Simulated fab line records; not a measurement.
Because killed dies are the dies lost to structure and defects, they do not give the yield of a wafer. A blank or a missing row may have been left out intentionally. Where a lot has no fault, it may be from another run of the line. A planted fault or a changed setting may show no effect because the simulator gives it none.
Which tool is to blame? -- flow sky130 -- 6 lots, 18 wafers sampled, at 2 steps of a route of 708

## WHAT THE GAUGES SHOWED, per wafer
SKY_VIA2_THK_MEAS_01.
lot,measured,on,VIA2_HDPCVD_THK (nm)
L303,day 36 07:02,film-metro-04,1172 1173 1174
L305,day 37 14:56,film-metro-01,1173 1174 1162
L308,day 38 09:23,film-metro-02,1184 1177 1183
L310,day 38 13:27,film-metro-04,1175 1172 1181
L313,day 39 07:20,film-metro-02,1183 1161 1166
L319,day 41 05:23,film-metro-01,1163 1171 1173

## WHAT TOOL EACH LOT RAN ON (gives the tool, then ch and the chambers of the sampled wafers, and finally the start)
lot,SKY_METAL2_SPUTTER_02
L303,"pvd-sputter-02, day 35 02:34"
L305,"pvd-sputter-04, day 36 11:40"
L308,"pvd-sputter-04, day 37 05:54"
L310,"pvd-sputter-02, day 37 10:13"
L313,"pvd-sputter-04, day 38 05:01"
L319,"pvd-sputter-03, day 40 03:34"
- SKY_METAL2_SPUTTER_02: material AlCu, target thk 250 nm, time 13.3 s.

## THE ANSWER, worked out from the rows above alone
Rule: what is usual is taken from the lots themselves. The widest of any qualifying gaps counts: lots, ordered by their means at a reading, are off when they make up no more than a third of the lots, leave a main group of 4 or more, and stand apart from it by 3 or more times the standard deviation of that group's means. A main group is skipped when, at the precision printed for the reading in the tables above, its means are all equal. A lot without any number at a reading at which 4 lots or more have one is off too. Any other lot the step has rows for is counted as sound.
None of the lots is off at any reading shown; this tells nothing.

## WHAT THE SIMULATOR HAD PUT IN
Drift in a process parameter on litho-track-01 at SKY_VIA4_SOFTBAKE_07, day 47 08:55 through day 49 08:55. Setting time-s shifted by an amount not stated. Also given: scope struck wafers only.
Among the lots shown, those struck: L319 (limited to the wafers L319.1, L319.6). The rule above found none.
